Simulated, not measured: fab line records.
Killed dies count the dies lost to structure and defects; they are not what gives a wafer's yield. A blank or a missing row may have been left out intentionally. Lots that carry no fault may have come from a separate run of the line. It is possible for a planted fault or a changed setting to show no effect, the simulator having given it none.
Lot-split experiment -- flow sky130 -- on a route of 708 steps: 5 lots, 22 wafers read

THE SPLIT ITSELF
At SKY_PASSIVATION_EXPOSE_08 (exposes mask NSM, target cd 3000 nm), the setting dose-mj was moved away from the recipe's 260 on 11 of the 22 wafers read, by +2.2% to +6.5%. The other wafers ran this setting at the recipe's value.

FROM THE SPLIT TO THE READING: what the file shows between them, 2 steps
- SKY_PASSIVATION_PEB_09
- SKY_PASSIVATION_DEVELOP_10: develop time 60 s

THE READING
PASSIVATION.cd-nm (the simulator's own value, which no gauge read), in nm, at SKY_PASSIVATION_ETCH_11 (etches the open film in CF4/O2, stops on AlCu, target depth 725 nm, time 161.1 s). No usual value for it is given in the file. Across the 11 wafers here that went through the recipe, the average is 2996 nm and the standard deviation 6 nm.

wafer,"tool, chamber at the split",dose-mj as run,against the recipe,"PASSIVATION.cd-nm, nm",against lot-mates on the recipe
L074.1,"iline-stepper-02, 0",260,recipe,2994,-
L074.2,"iline-stepper-02, 0",274.7,+5.7%,3012,+22
L074.3,"iline-stepper-02, 0",274.7,+5.7%,3010,+20
L074.5,"iline-stepper-02, 0",274.7,+5.7%,3010,+20
L074.6,"iline-stepper-02, 0",260,recipe,2987,-
L075.1,"iline-stepper-02, 0",268,+3.1%,3012,+9
L075.4,"iline-stepper-02, 0",268,+3.1%,3012,+9
L075.3,"iline-stepper-02, 0",268,+3.1%,3009,+6
L075.5,"iline-stepper-02, 0",260,recipe,3003,-
L077.1,"iline-stepper-02, 0",265.8,+2.2%,3000,+8
L077.2,"iline-stepper-02, 0",260,recipe,2990,-
L077.4,"iline-stepper-02, 0",260,recipe,2996,-
L077.5,"iline-stepper-02, 0",265.8,+2.2%,3002,+10
L077.6,"iline-stepper-02, 0",260,recipe,2991,-
L081.1,"iline-stepper-01, 0",260,recipe,3009,-
L081.3,"iline-stepper-01, 0",260,recipe,2999,-
L081.4,"iline-stepper-01, 0",260,recipe,3000,-
L085.1,"iline-stepper-01, 0",277,+6.5%,3011,+17
L085.2,"iline-stepper-01, 0",277,+6.5%,3001,+7
L085.3,"iline-stepper-01, 0",277,+6.5%,3004,+10
L085.4,"iline-stepper-01, 0",260,recipe,2995,-
L085.5,"iline-stepper-01, 0",260,recipe,2993,-

FIT RESULTS
A straight line over all 22 wafers: PASSIVATION.cd-nm changes by +2.03 nm for each +1% of dose-mj; r = +0.67; the points scatter about the line by 6.1 nm.
The same after taking each lot's own level away (the mean of its wafers on the recipe; 22 wafers): +2.48 nm for each +1%; r = +0.84; scatter 4.3 nm.
According to that fit, moving dose-mj by its largest amount changes the reading by 16 nm.
The span of the lots' own levels, 2990.5 to 3003.0 nm, comes to 2.1 times the standard deviation stated above.
So the lot-to-lot level blurs the effect unless lot-mates are compared.
Check: for one of the wafers moved furthest among these (+6.5%), held out of the fit, the line's prediction against its lot-mates is +16.7 nm. Against them it came out at +17 nm.

OTHER SPLITS APPLIED TO THESE WAFERS
These wafers also went through other splits before the reading. Each is held against what the fit with the lots' levels taken away leaves over:
other split on the same wafers,wafers away from the commonest value,r with PASSIVATION.cd-nm (lot level and that fit taken away)
SKY_VIA4_CVD_18 pressure-torr,17,-0.38

FILE'S OWN FIT
PASSIVATION.cd-nm changes by +2.66 nm for each +1% of dose-mj, r = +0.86.
